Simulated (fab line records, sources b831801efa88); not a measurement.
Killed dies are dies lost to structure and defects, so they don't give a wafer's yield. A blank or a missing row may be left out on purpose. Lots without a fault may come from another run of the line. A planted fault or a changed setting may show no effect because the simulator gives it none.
A struck lot beside a sound one | flow sky130 | 16 steps out of a route of 708
Sound: wafers L304.1, L304.4, L304.5. Struck: wafer L320.4. (L320.2, L320.3 of the same lot were not struck and are left out.) The cause comes at the end.
At each step with rows: each side's tool, then ch and its chambers, then its first start. Under that, the readings that differ: sound wafers | struck wafers | difference of the means | sigmas: that difference in standard deviations of wafers without a fault.
alike: readings whose means differ by less than 2 such deviations, and words and numbers that are the same on both sides. not compared: withheld readings, readings that some wafer has no value for, bounds like >300 that may hide the same value, and numbers for which the record gives no deviation and whose values overlap.
The two part at a step that has a row with sigmas, a row that says differs or no value, or rows on one side only. Numbers that don't overlap but have no deviation are shown without sigmas and don't part them. A reading that every wafer of one side lacks parts them only if that side has two wafers or more.

SKY_FIELD_ISO_THK_MEAS_02:
  sound on film_metro-04, day 1 16:38; struck on film_metro-02, day 5 00:38
  reading                         | sound             | struck | difference | sigmas
  FIELD_ISO_OXIDATION_00_THK (nm) | 11.60 11.58 11.40 | 12.05  | +0.52      | +2
then, 1 step without rows for these wafers: SKY_FIELD_ISO_CVD_03 (deposits Si3N4 from DCS/NH3, target thk 165 nm, time 2830 s).
SKY_FIELD_ISO_THK_MEAS_04:
  sound on film_metro-03, day 1 18:38; struck on film_metro-02, day 5 02:29
  alike: FIELD_ISO_CVD_03_THK
then, 8 steps without rows for these wafers: SKY_FIELD_ISO_DEHYDRATE_05 (time 60 s); SKY_FIELD_ISO_HMDS_06 (prime time 60 s); SKY_FIELD_ISO_COAT_07 (resist thk 60 nm); SKY_FIELD_ISO_COAT_08 (resist thk 450 nm); SKY_FIELD_ISO_SOFTBAKE_09 (time 90 s); SKY_FIELD_ISO_EXPOSE_10 (exposes mask FOM, target cd 150 nm); SKY_FIELD_ISO_PEB_11; SKY_FIELD_ISO_DEVELOP_12 (develop time 60 s).
SKY_FIELD_ISO_CD_MEAS_13: target cd 150 nm.
  sound on cd_sem-02, day 2 09:56; struck on cd_sem-02, day 5 19:43
  alike: cd_nm
SKY_FIELD_ISO_ETCH_14: etches BARC in N2/H2, stops on SiO2, time 45.9 s, target depth 60 nm.
  sound on rie_diel-04 ch 0,1,3, day 2 10:03; struck on rie_diel-04 ch 3, day 5 19:49
  reading                                          | sound             | struck | difference | sigmas
  oes_product_au (a.u.)                            | 0.859 0.861 0.862 | 0.929  | +0.068     | +14
  run_length_s (s)                                 | 73.9 73.9 74.4    | 69.8   | -4.3       | -12
  model.KrF-thick_of_FIELD_ISO_COAT_08.thk_nm (nm) | 394.2 393.6 395   | 396.3  | +2.0       |
  alike: drypump_motor_current_A, throttle_valve_pct
  not compared: rf_hours_counter_h
SKY_FIELD_ISO_ETCH_15: etches the open film in CHF3/O2, stops on Si, target depth 180 nm, time 72 s.
  sound on rie_diel-04 ch 0,1,3, day 2 10:05; struck on rie_diel-04 ch 3, day 5 19:52
  reading                                          | sound             | struck | difference | sigmas
  model.KrF-thick_of_FIELD_ISO_COAT_08.thk_nm (nm) | 238.1 238.6 238.4 | 237.6  | -0.8       |
  alike: drypump_motor_current_A, oes_product_au, run_length_s, throttle_valve_pct
  not compared: rf_hours_counter_h
SKY_FIELD_ISO_STRIP_16: strips in O2/N2.
  sound on plasma_asher-04 ch 1, day 2 10:08; struck on plasma_asher-02 ch 1, day 5 19:55
  alike: drypump_motor_current_A, oes_product_au, strip_time_to_endpoint_s
  not compared: rf_hours_counter_h
then, 1 step without rows for these wafers: SKY_PAD_OPEN_PROBE_99.

WHERE THEY PART
First at SKY_FIELD_ISO_THK_MEAS_02; last, within this record, at SKY_FIELD_ISO_ETCH_14. Later steps at which nothing parts them and some readings are alike: SKY_FIELD_ISO_ETCH_15, SKY_FIELD_ISO_STRIP_16.

WHY: what the simulator had put in
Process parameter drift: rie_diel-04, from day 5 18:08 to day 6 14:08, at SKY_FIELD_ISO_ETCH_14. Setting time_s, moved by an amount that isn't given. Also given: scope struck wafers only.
